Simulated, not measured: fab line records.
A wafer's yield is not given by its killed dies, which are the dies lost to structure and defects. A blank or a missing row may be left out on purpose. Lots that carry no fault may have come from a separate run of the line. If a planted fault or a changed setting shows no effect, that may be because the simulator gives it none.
Which tool is to blame?	flow sky130	Sampling: 11 lots, 33 wafers, 6 of 708 route steps

## WHAT EACH GAUGE READ, for each wafer
SKY_CAPM_RS_MEAS_03: measures by four-point-probe.
lot	measured	on	CAPM_TIN_RS (ohm/sq)
L108	day 37 12:44	film_metro-01	7.02 7.01 6.92
L109	day 37 23:42	film_metro-01	6.86 6.91 7.05
L117	day 40 00:05	film_metro-01	6.88 6.83 6.80
L118	day 41 18:02	film_metro-03	6.90 6.87 6.90
L119	day 41 18:20	film_metro-04	6.88 6.99 6.84
L121	day 41 18:38	film_metro-04	7.13 6.89 6.82
L122	day 41 19:50	film_metro-04	6.96 7.00 6.83
L123	day 41 21:14	film_metro-04	6.88 6.89 7.07
L125	day 42 04:25	film_metro-03	6.80 6.92 6.82
L126	day 42 20:43	film_metro-01	6.94 6.88 6.83
L127	day 43 02:05	film_metro-01	6.84 7.05 6.90

SKY_VIA3_BOW_MEAS_03.
lot	measured	on	VIA3_BOW (um)
L108	day 39 18:03	film_metro-02	76 62 75
L109	day 40 03:54	film_metro-02	82 75 87
L121	day 43 20:20	film_metro-03	78 85 78
L122	day 43 21:21	film_metro-03	78 82 79
L123	day 43 22:58	film_metro-02	84 73 84
L125	day 44 04:38	film_metro-02	87 93 93
L126	day 44 22:02	film_metro-02	72 71 74
L127	day 45 01:17	film_metro-02	90 84 88

## WHICH TOOL RAN EACH LOT (tool, then ch and the chambers of the sampled wafers, then the start)
lot	SKY_METAL3_SPUTTER_01	SKY_METAL3_ETCH_16	SKY_METAL3_ETCH_17	SKY_METAL3_STRIP_19
L108	pvd_sputter-04, day 37 12:25	rie_metal-03 ch 0,1, day 39 16:38	rie_diel-01 ch 0,2,3, day 39 16:44	plasma_asher-01 ch 0,1, day 39 16:56
L109	pvd_sputter-03, day 37 23:22	rie_metal-04 ch 0,1, day 40 02:23	rie_diel-01 ch 2,3, day 40 02:29	plasma_asher-03 ch 0,1, day 40 02:41
L117	pvd_sputter-04, day 39 23:45	rie_metal-03 ch 0,1, day 42 01:44	rie_diel-04 ch 0,1,3, day 42 01:50	plasma_asher-01 ch 0,1, day 42 02:02
L118	pvd_sputter-02, day 41 17:43	rie_metal-04 ch 1, day 43 18:26	rie_diel-01 ch 0,1,2, day 43 18:38	plasma_asher-04 ch 0,1, day 43 18:50
L119	pvd_sputter-04, day 41 18:01	rie_metal-01 ch 0,1, day 43 18:45	rie_diel-04 ch 0,2,3, day 43 18:51	plasma_asher-01 ch 0,1, day 43 19:02
L121	pvd_sputter-04, day 41 18:19	rie_metal-04 ch 1, day 43 18:49	rie_diel-02 ch 0,3, day 43 19:01	plasma_asher-04 ch 0,1, day 43 19:13
L122	pvd_sputter-02, day 41 19:31	rie_metal-04 ch 1, day 43 19:50	rie_diel-01 ch 0,1,2, day 43 20:02	plasma_asher-01 ch 0,1, day 43 20:14
L123	pvd_sputter-04, day 41 20:52	rie_metal-03 ch 0,1, day 43 21:29	rie_diel-02 ch 1,2,3, day 43 21:33	plasma_asher-04 ch 0,1, day 43 21:47
L125	pvd_sputter-02, day 42 04:04	rie_metal-04 ch 1, day 44 03:06	rie_diel-04 ch 0,2,3, day 44 03:14	plasma_asher-01 ch 0,1, day 44 03:28
L126	pvd_sputter-02, day 42 20:22	rie_metal-01 ch 1, day 44 20:36	rie_diel-01 ch 1,2,3, day 44 20:42	plasma_asher-03 ch 0, day 44 20:54
L127	pvd_sputter-04, day 43 01:41	rie_metal-01 ch 0,1, day 44 23:50	rie_diel-01 ch 1,2,3, day 44 23:54	plasma_asher-04 ch 0,1, day 45 00:08
- SKY_METAL3_SPUTTER_01: material TiN, target thk 20 nm, time 16.7 s.
- SKY_METAL3_ETCH_16: etches BARC in N2/H2, stops on SiO2, time 88.2 s, target depth 60 nm.
- SKY_METAL3_ETCH_17: etches SiO2 in C4F8/O2/Ar, stops on TiN, time 3.9 s, target depth 15 nm.
- SKY_METAL3_STRIP_19: strips in O2/N2.

## AS READ BY THE TOOLS THEMSELVES (means over the sampled wafers that have a number; for cases with no such wafer, the mark the record gives instead)
SKY_METAL3_SPUTTER_01.
lot	tool	throttle_valve_pct (%)
L108	pvd_sputter-04	29.6
L109	pvd_sputter-03	28.9
L117	pvd_sputter-04	29.4
L118	pvd_sputter-02	30.5
L119	pvd_sputter-04	29.5
L121	pvd_sputter-04	29.7
L122	pvd_sputter-02	30.1
L123	pvd_sputter-04	29.4
L125	pvd_sputter-02	30.7
L126	pvd_sputter-02	30.0
L127	pvd_sputter-04	29.2

SKY_METAL3_ETCH_16.
lot	tool	bias_w (W)	chamber_pressure_mTorr (mTorr)	drypump_motor_current_A (A)	oes_product_au (a.u.)	throttle_valve_pct (%)
L108	rie_metal-03	99.9	30.02	5.64	0.630	13.204
L109	rie_metal-04	100.0	29.98	5.36	0.624	13.206
L117	rie_metal-03	-	-	-	-	-
L118	rie_metal-04	-	-	-	-	-
L119	rie_metal-01	-	-	-	-	-
L121	rie_metal-04	99.9	30.00	5.30	0.626	13.201
L122	rie_metal-04	100.4	29.98	5.29	0.625	13.201
L123	rie_metal-03	100.0	29.99	5.73	0.619	13.199
L125	rie_metal-04	99.7	29.98	5.31	0.629	13.205
L126	rie_metal-01	100.1	29.98	4.86	0.625	13.202
L127	rie_metal-01	100.1	30.00	5.11	0.623	13.212

SKY_METAL3_ETCH_17.
lot	tool	bias_w (W)	chamber_pressure_mTorr (mTorr)	oes_product_au (a.u.)
L108	rie_diel-01	1199	40.01	0.759
L109	rie_diel-01	1198	40.00	0.759
L117	rie_diel-04	1201	40.03	0.376
L118	rie_diel-01	1202	40.04	0.371
L119	rie_diel-04	1200	40.03	0.373
L121	rie_diel-02	1201	39.95	0.754
L122	rie_diel-01	1198	40.01	0.756
L123	rie_diel-02	1198	40.00	0.764
L125	rie_diel-04	1199	40.00	0.766
L126	rie_diel-01	1199	39.98	0.757
L127	rie_diel-01	1200	39.99	0.755

SKY_METAL3_STRIP_19.
lot	tool	drypump_motor_current_A (A)	oes_product_au (a.u.)	strip_time_to_endpoint_s (s)
L108	plasma_asher-01	5.4	0.501	6.46
L109	plasma_asher-03	5.7	0.504	6.50
L117	plasma_asher-01	5.4	0.523	7.00
L118	plasma_asher-04	5.9	0.524	7.05
L119	plasma_asher-01	5.7	0.523	7.03
L121	plasma_asher-04	5.6	0.500	6.42
L122	plasma_asher-01	5.7	0.504	6.58
L123	plasma_asher-04	5.8	0.503	6.57
L125	plasma_asher-01	5.4	0.501	6.52
L126	plasma_asher-03	5.7	0.498	6.42
L127	plasma_asher-04	5.6	0.500	6.48

## THE ANSWER, worked out from the rows above alone
Rule: usual is defined by the lots themselves. The widest of any qualifying gaps counts: lots, ordered by their means at a reading, are off when they make up no more than a third of the lots, leave a main group of 4 or more, and stand apart from it by 3 or more times the standard deviation of that group's means. Not used: any main group whose means are identical at the precision the tables above print for the reading. A lot without any number at a reading at which 4 lots or more have one is off too. Where the step has rows for the other lots, those lots are counted as sound. After the gauges, taken in route order, come the tools' own readings; for these a lot's mean is taken, as printed above. At the first step where some lot is off, the reading lying furthest off is the one used; lots without a number count as furthest.
Off: L117, L118, L119 (SKY_METAL3_ETCH_16, bias_w). Without a number there: L117, L118, L119. Mean 100.0 W and standard deviation 0.19 in the main group.
If a tool, at that step or one of the process steps before it, ran each lot that is off and ran no sound lot following the first of them, it fits. None of those tried fits.

## WHAT WAS PUT IN BY THE SIMULATOR
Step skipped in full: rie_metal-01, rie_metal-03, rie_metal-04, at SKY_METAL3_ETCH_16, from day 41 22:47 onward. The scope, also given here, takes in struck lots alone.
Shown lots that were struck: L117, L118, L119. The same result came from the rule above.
